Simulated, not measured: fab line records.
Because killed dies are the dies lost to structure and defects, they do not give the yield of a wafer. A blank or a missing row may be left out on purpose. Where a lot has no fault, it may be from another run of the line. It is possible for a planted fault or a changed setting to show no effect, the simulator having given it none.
What tool caused it?    flow gf180mcu    24 lots, 72 wafers sampled, at 4 steps of a route of 602

## WHAT THE GAUGES SHOWED, per wafer
GF_V4_CD_MEAS_14: target cd 260 nm.
lot   measured      on         cd_nm (nm)
L074  day 24 01:29  cd_sem-01  259.1 258.9 260.0
L075  day 24 14:50  cd_sem-01  263.1 262.5 262.4
L076  day 25 05:44  cd_sem-01  260.0 260.5 260.8
L077  day 25 06:50  cd_sem-01  260.7 261.7 260.7
L078  day 25 21:42  cd_sem-01  261.4 261.2 262.3
L079  day 26 04:05  cd_sem-01  260.8 260.7 260.7
L080  day 26 14:48  cd_sem-01  257.8 258.9 258.3
L081  day 26 19:07  cd_sem-01  260.9 260.2 260.6
L082  day 27 00:47  cd_sem-01  259.6 258.8 259.3
L083  day 27 11:35  cd_sem-01  259.2 260.7 260.0
L084  day 28 12:54  cd_sem-01  261.0 259.5 259.7
L085  day 28 15:47  cd_sem-01  261.0 261.3 260.4
L086  day 28 18:55  cd_sem-01  259.3 259.7 260.2
L087  day 28 22:58  cd_sem-01  257.0 258.4 257.8
L088  day 29 03:21  cd_sem-01  259.3 260.6 260.1
L089  day 29 17:43  cd_sem-01  260.8 261.2 260.1
L090  day 29 22:01  cd_sem-01  261.6 262.9 261.4
L091  day 30 01:42  cd_sem-01  261.2 262.0 262.5
L092  day 30 02:48  cd_sem-02  261.2 261.0 260.1
L093  day 30 12:11  cd_sem-02  258.4 260.1 258.1
L094  day 30 20:36  cd_sem-01  261.2 261.4 260.4
L095  day 31 01:40  cd_sem-01  260.4 260.2 259.2
L096  day 31 09:52  cd_sem-02  263.1 261.5 261.3
L097  day 31 15:06  cd_sem-01  258.6 259.3 259.6

GF_V5_CD_MEAS_14: target cd 260 nm.
lot   measured      on         cd_nm (nm)
L074  day 26 21:24  cd_sem-01  259.4 259.3 258.5
L075  day 27 11:44  cd_sem-01  257.9 259.8 258.0
L076  day 28 14:07  cd_sem-01  258.4 258.4 258.7
L077  day 28 14:49  cd_sem-01  260.7 261.0 260.9
L078  day 28 21:47  cd_sem-01  257.2 258.1 259.2
L079  day 29 03:11  cd_sem-01  261.4 261.3 262.4
L080  day 29 06:44  cd_sem-01  259.2 258.5 260.0
L081  day 29 11:45  cd_sem-01  259.0 258.2 258.8
L082  day 29 12:06  cd_sem-01  261.4 261.2 262.0
L083  day 29 12:46  cd_sem-01  260.6 260.6 260.9
L084  day 30 08:20  cd_sem-01  258.7 258.6 257.8
L085  day 30 19:18  cd_sem-02  262.3 262.0 259.8
L086  day 31 02:01  cd_sem-02  261.4 260.0 261.3
L087  day 31 09:10  cd_sem-01  259.5 260.2 260.1
L088  day 31 13:24  cd_sem-02  259.9 259.7 260.2
L089  day 32 03:15  cd_sem-02  260.0 260.6 259.2
L090  day 32 05:23  cd_sem-02  260.2 261.2 261.0
L091  day 32 10:24  cd_sem-02  259.6 258.9 259.5
L092  day 32 09:50  cd_sem-01  260.8 260.1 259.6
L093  day 32 19:20  cd_sem-02  259.9 260.9 261.7
L094  day 33 03:04  cd_sem-01  259.6 260.4 260.9
L095  day 33 06:35  cd_sem-01  259.1 259.6 260.4
L096  day 33 13:35  cd_sem-02  258.5 259.2 259.5
L097  day 33 19:29  cd_sem-01  260.1 260.3 260.0

## WHICH TOOL RAN EACH LOT (tool, then ch and the chambers of the sampled wafers, then the start)
lot   GF_M1_SPUTTER_02              GF_V4_CMP_04
L074  pvd_sputter-02, day 15 22:20  cmp-01 ch 1,2,3, day 23 02:29
L075  pvd_sputter-04, day 16 10:41  cmp-01 ch 0,1, day 23 16:07
L076  pvd_sputter-04, day 16 23:26  cmp-02 ch 1,2,3, day 24 07:14
L077  pvd_sputter-03, day 17 00:44  cmp-01 ch 0,2,3, day 24 09:13
L078  pvd_sputter-02, day 17 15:35  cmp-01 ch 0,3, day 25 00:07
L079  pvd_sputter-03, day 18 00:04  cmp-01 ch 0,1,2, day 25 07:02
L080  pvd_sputter-03, day 18 12:31  cmp-01 ch 0,1, day 25 17:19
L081  pvd_sputter-04, day 18 17:37  cmp-02 ch 1,3, day 25 22:23
L082  pvd_sputter-04, day 19 00:01  cmp-01 ch 1,2,3, day 26 03:23
L083  pvd_sputter-04, day 19 12:29  cmp-01 ch 0,1,2, day 26 13:09
L084  pvd_sputter-02, day 19 21:23  cmp-02 ch 2,3, day 26 23:12
L085  pvd_sputter-03, day 20 04:28  cmp-02 ch 0,1,3, day 27 11:50
L086  pvd_sputter-03, day 20 18:10  cmp-02 ch 1,2,3, day 27 14:07
L087  pvd_sputter-02, day 20 22:50  cmp-02 ch 1,2,3, day 28 13:30
L088  pvd_sputter-03, day 21 06:07  cmp-01 ch 1,2,3, day 28 16:32
L089  pvd_sputter-04, day 21 22:48  cmp-01 ch 0,1,2, day 29 00:25
L090  pvd_sputter-02, day 22 05:57  cmp-01 ch 1,2, day 29 03:30
L091  pvd_sputter-03, day 22 12:04  cmp-02 ch 0,1,3, day 29 06:48
L092  pvd_sputter-04, day 22 14:35  cmp-01 ch 0,1,3, day 29 07:25
L093  pvd_sputter-04, day 23 00:05  cmp-02 ch 0,1,3, day 29 17:25
L094  pvd_sputter-03, day 23 10:16  cmp-02 ch 0,3, day 30 02:02
L095  pvd_sputter-04, day 23 16:40  cmp-02 ch 2,3, day 30 06:55
L096  pvd_sputter-03, day 24 00:11  cmp-02 ch 0,1,2, day 30 15:25
L097  pvd_sputter-03, day 24 08:14  cmp-02 ch 0,1, day 30 20:56
- GF_M1_SPUTTER_02: material AlCu, target thk 450 nm, time 23.9 s.
- GF_V4_CMP_04: polishes SiO2.

## WHAT THE TOOLS THEMSELVES READ (means of the sampled wafers that have a number; where no wafer has one, the mark that the record gives instead)
GF_M1_SPUTTER_02.
lot   tool            throttle_valve_pct (%)
L074  pvd_sputter-02  31.4
L075  pvd_sputter-04  30.4
L076  pvd_sputter-04  29.7
L077  pvd_sputter-03  31.0
L078  pvd_sputter-02  30.4
L079  pvd_sputter-03  30.8
L080  pvd_sputter-03  30.9
L081  pvd_sputter-04  30.9
L082  pvd_sputter-04  30.5
L083  pvd_sputter-04  29.6
L084  pvd_sputter-02  30.1
L085  pvd_sputter-03  30.6
L086  pvd_sputter-03  30.9
L087  pvd_sputter-02  29.9
L088  pvd_sputter-03  30.9
L089  pvd_sputter-04  30.6
L090  pvd_sputter-02  30.4
L091  pvd_sputter-03  30.8
L092  pvd_sputter-04  30.7
L093  pvd_sputter-04  29.9
L094  pvd_sputter-03  30.6
L095  pvd_sputter-04  30.3
L096  pvd_sputter-03  30.9
L097  pvd_sputter-03  30.6

GF_V4_CMP_04.
lot   tool    motor_current_A (A)  retaining_ring_pressure_frac  time_to_endpoint_s (s)
L074  cmp-01  11.7                 1.000                         81
L075  cmp-01  11.2                 1.000                         78
L076  cmp-02  12.5                 0.997                         80
L077  cmp-01  13.4                 1.000                         76
L078  cmp-01  12.2                 1.000                         82
L079  cmp-01  12.3                 1.005                         89
L080  cmp-01  12.8                 1.001                         81
L081  cmp-02  13.2                 1.001                         76
L082  cmp-01  11.9                 0.998                         76
L083  cmp-01  12.4                 1.001                         73
L084  cmp-02  12.5                 1.006                         67
L085  cmp-02  12.6                 1.004                         79
L086  cmp-02  12.7                 1.004                         78
L087  cmp-02  12.4                 1.002                         74
L088  cmp-01  11.7                 1.006                         79
L089  cmp-01  12.6                 1.004                         82
L090  cmp-01  11.2                 1.000                         91
L091  cmp-02  12.7                 0.998                         71
L092  cmp-01  12.2                 1.003                         81
L093  cmp-02  12.4                 0.999                         82
L094  cmp-02  13.3                 1.003                         74
L095  cmp-02  13.1                 1.000                         67
L096  cmp-02  11.9                 0.996                         73
L097  cmp-02  11.9                 0.998                         85

## THE ANSWER, worked out from the rows above alone
Rule: usual is defined by the lots themselves. Put in order of their means at a reading, lots are off if they are a third of the lots or fewer, leave a main group of 4 or more, and stand apart from it by a gap of 3 or more times the standard deviation of the main group's means; of several such gaps the widest counts. If all means in a main group match to the digits the tables above print for the reading, that group is not used. Also off: a lot with no number at a reading for which 4 or more lots have one. Any other lot the step has rows for is counted as sound. After the gauges, taken in route order, come the tools' own readings; for these a lot's mean is taken, as printed above. At the first step where some lot is off, the reading lying furthest off is the one used; lots without a number count as furthest.
No lot is off on any of the readings shown, so nothing can be concluded from this.

## WHAT THE SIMULATOR PUT IN
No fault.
